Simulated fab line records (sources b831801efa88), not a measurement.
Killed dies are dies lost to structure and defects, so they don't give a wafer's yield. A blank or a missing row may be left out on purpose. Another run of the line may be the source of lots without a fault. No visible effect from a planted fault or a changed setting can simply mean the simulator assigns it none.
Comparing a struck lot with a sound one / flow gf180mcu / 14 out of 602 route steps
Sound: wafers L585.1, L585.2, L585.4. The struck wafers were L583.2, L583.4, L583.5. The cause is named last.
Each step with rows lists, per side, the tool, then ch with its chambers, then its first start. Under that, the readings that differ: sound wafers / struck wafers / difference of the means / sigmas: that difference in standard deviations of wafers without a fault.
alike: same words and numbers on both sides, and readings whose means sit less than 2 such deviations apart. not compared: any withheld reading, any reading some wafer has no value for, any bound like >300 that may hide the same value, and any number with overlapping values for which the record gives no deviation.
The two part at a step that has a row with sigmas, a row that says differs or no value, or rows on one side only. Non-overlapping numbers with no deviation appear without sigmas and do not part them. A reading missing from all wafers of one side parts the sides only when that side holds two or more wafers.

first, 5 steps without rows for these wafers: GF_V3_COAT_09 (resist thk 1000 nm); GF_V3_SOFTBAKE_10 (time 60 s); GF_V3_EXPOSE_11 (exposes mask Via3, target cd 260 nm); GF_V3_PEB_12 (peb time 90 s); GF_V3_DEVELOP_13 (develop time 60 s).
GF_V3_CD_MEAS_14: the cd target is 260 nm.
  sound: cdSem-02 at day 26 02:16; struck: cdSem-01 at day 25 21:41
  alike: cdNm
GF_V3_OVL_MEAS_15:
  sound: overlay-02 at day 26 02:23; struck: overlay-01 at day 25 21:48
  alike: V3_OVL
GF_V3_ETCH_16: etches BARC in N2/H2.
  sound on rieDiel-01 ch 0,1,3, day 26 02:26; struck on rieDiel-02 ch 1,2,3, day 25 21:50
  alike: biasW, drypumpMotorCurrentA, oesProductAu, throttleValvePct
GF_V3_ETCH_17: etches SiO2 in C4F8/O2/Ar, stops on TiN, target depth 635 nm.
  sound on rieDiel-01 ch 0,1,3; struck on rieDiel-02 ch 1,2,3
  alike: biasW, oesProductAu
GF_V3_STRIP_18: strips in O2/N2.
  sound on plasmaAsher-03 ch 0,1, day 26 02:34; struck on plasmaAsher-01 ch 1, day 25 21:58
reading=drypumpMotorCurrentA (A); sound=5.1 5.7 5.1; struck=6.1 6.1 6.1; difference=+0.8; sigmas=+2
  alike: heaterPowerW, o2FlowSccm, oesProductAu
  not compared: rfHoursCounterH
then, 2 steps without rows for these wafers: GF_V3_STRIP_19 (strips in post etch residue remover, time 1200 s); GF_V3_CLEAN_20 (cleans in DIW).
GF_V3_SPUTTER_21: material Ti, target thk 15 nm, time 80.02 s.
  sound: pvdSputter-02 at day 26 03:05; struck: pvdSputter-03 at day 25 22:30
  no value came back on the struck wafers for cathodeDcPowerW (W), chamberPressurePa (Pa), throttleValvePct (%); on the sound wafers cathodeDcPowerW (W) reads 2499.4 2500.0 2499.5
GF_V3_SPUTTER_22: material TiN, target thk 10 nm, time 40 s.
  sound: pvdSputter-02 at day 26 03:09; struck: pvdSputter-03 at day 25 22:34
  alike: cathodeDcPowerW, chamberPressurePa, throttleValvePct

WHERE THEY PART
Earliest at GF_V3_STRIP_18; latest, in this record, at GF_V3_SPUTTER_21. Later steps at which nothing parts them and some readings are alike: GF_V3_SPUTTER_22.

WHY: the cause the simulator had injected
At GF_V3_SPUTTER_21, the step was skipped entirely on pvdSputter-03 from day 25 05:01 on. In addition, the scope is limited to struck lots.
